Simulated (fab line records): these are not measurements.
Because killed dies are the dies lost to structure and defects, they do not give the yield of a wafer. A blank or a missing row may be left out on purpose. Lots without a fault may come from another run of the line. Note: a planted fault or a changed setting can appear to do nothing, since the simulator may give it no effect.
Chamber matching ; flow gf180mcu ; 4 sister chambers for GF_V2_CMP_26 on cmp-01
The step polishes, stops on SiO2, t overpolish 15 s, target thk 0 nm. 14 wafers are shown with their chamber, then 7 later ones without.

WAFERS PAIRED WITH THEIR CHAMBERS
wafer;chamber;motor_current_A (A);time_to_endpoint_s (s);overpolish_run_s (s)
L153.3;3;11.0;86;14.997
L153.5;0;11.9;81;14.989
L153.6;1;9.8;89;14.993
L158.1;3;11.0;83;14.996
L158.3;1;10.2;84;14.999
L158.4;2;10.9;79;15.007
L162.2;3;10.3;81;14.991
L162.4;0;12.6;86;14.994
L162.6;2;10.9;82;14.991
L167.1;0;12.2;85;14.997
L167.3;2;11.6;85;14.992
L167.5;0;12.2;85;15.001
L168.2;2;10.8;80;15.002
L168.5;2;11.0;82;14.987

SIGNATURES (means of the wafers above)
reading;chamber 0;chamber 1;chamber 2;chamber 3;scatter within a chamber
motor_current_A;12.225;10.000;11.040;10.767;0.327
time_to_endpoint_s;84.25;86.50;81.60;83.33;2.47
overpolish_run_s;14.99525;14.99600;14.99580;14.99467;0.00628
Rule: a wafer's distance from a chamber is the root of the sum, over the readings, of the square of ((its reading less the chamber's mean) divided by the reading's scatter). The wafer belongs to the nearest chamber; if the next one is less than 2 further off, it can't be placed. How the scatter is found: for the shown wafers, subtract from each reading the mean of its chamber, square and add these, divide the total by (wafers less chambers), then take the root.

WAFERS WHOSE CHAMBER IS MISSING
wafer;motor_current_A (A);time_to_endpoint_s (s);overpolish_run_s (s)
L168.6;10.3;87;15.019
L172.2;10.5;83;15.011
L172.5;9.8;87;14.992
L172.6;11.2;83;14.982
L176.1;10.8;84;15.003
L176.4;10.4;88;15.014
L176.6;10.4;88;14.995

WHICH CHAMBER EACH ONE RAN IN
wafer;from the rows above;in truth
L168.6;can't be placed: 1 or 3 or 2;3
L172.2;can't be placed: 3 or 2 or 1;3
L172.5;1;1
L172.6;can't be placed: 2 or 3 or 0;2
L176.1;can't be placed: 3 or 2 or 1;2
L176.4;can't be placed: 1 or 3 or 2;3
L176.6;can't be placed: 1 or 3 or 2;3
Correct placement for 1 of the 7. Unplaceable from these rows: 6, with the true chamber sitting among the candidates in 6. Number placed wrongly: 0.
